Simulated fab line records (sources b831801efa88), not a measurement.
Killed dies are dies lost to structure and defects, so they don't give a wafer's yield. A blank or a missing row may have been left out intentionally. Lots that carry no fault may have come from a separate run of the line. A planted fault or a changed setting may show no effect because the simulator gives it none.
The same fault as seen by 2 desks | flow gf180mcu | each desk holds nothing but its own numbers, with what lay behind them at the end

METROLOGY DESK
Lot by lot, what the gauges showed, no matter which tool ran the lot: averages of those sampled wafers that carry a number. A lot is out of limits, marked OUT, if its mean lies more than 4 standard deviations from the usual mean; the brackets give that distance.
Columns: A = V1_BOW at GF_V1_BOW_MEAS_05, usual 83 um; B = V1_W_RS at GF_V1_RS_MEAS_24, usual 0.324 ohm/sq
lot  | first seen here | A  | B
L775 | day 17 20:47    | 90 | 0.327
L776 | day 18 01:51    | 78 | 0.322
L778 | day 19 08:04    | 86 | 0.321
L779 | day 19 20:13    | 77 | 0.325
L782 | day 20 17:38    | 83 | 0.328
L789 | day 23 06:50    | 97 | 0.324
L792 | day 24 06:34    | 74 | 0.324
L793 | day 24 12:41    | 83 | 0.320
L794 | day 25 01:16    | 80 | 0.330
L795 | day 25 06:20    | 88 | 0.326
L796 | day 26 01:45    | 84 | 0.321
L797 | day 26 03:22    | 76 | 0.323
Result from this desk: across the 12 lots, nothing is out of limits.

DESK OF THE TOOL OWNER: iline-stepper-02
The tool's own readings at GF_HV_LDD_EXPOSE_28 (exposes mask Nplus HV AREA, target cd 400 nm): means of the sampled wafers that have a number, for each lot that ran on this tool. A lot is out of limits, marked OUT, if its mean lies more than 4 standard deviations from the usual mean; the brackets give that distance.
Columns: A = exposure-dose-mJ-cm2 at GF_HV_LDD_EXPOSE_28, usual 139.95; B = focus-offset-nm at GF_HV_LDD_EXPOSE_28, usual 0.0 nm; C = stage-vel-mm-s at GF_HV_LDD_EXPOSE_28, usual 499.91 mm/s
lot  | first seen here | A      | B    | C
L775 | day 11 15:44    | 139.88 | -0.6 | 499.86
L778 | day 12 21:28    | 139.98 | -0.5 | 499.82
L779 | day 13 06:15    | 140.01 | -0.7 | 499.73
L782 | day 13 22:59    | 140.14 | 0.2  | 499.98
L789 | day 16 09:40    | 139.99 | -0.1 | 500.05
L792 | day 17 10:58    | 139.97 | 0.2  | 499.83
L793 | day 17 19:47    | 140.06 | -0.6 | 499.86
L795 | day 18 10:58    | 139.90 | -0.1 | 499.98
L796 | day 18 18:26    | 139.87 | 0.3  | 499.81
L797 | day 19 05:43    | 139.88 | 0.4  | 499.81
Result from this desk: across the 10 lots, nothing is out of limits.

PUT TOGETHER
From the metrology desk's view, nothing was out of limits.
Nothing out of limits was seen by the tool owner's desk.

WHAT WAS PUT IN BY THE SIMULATOR
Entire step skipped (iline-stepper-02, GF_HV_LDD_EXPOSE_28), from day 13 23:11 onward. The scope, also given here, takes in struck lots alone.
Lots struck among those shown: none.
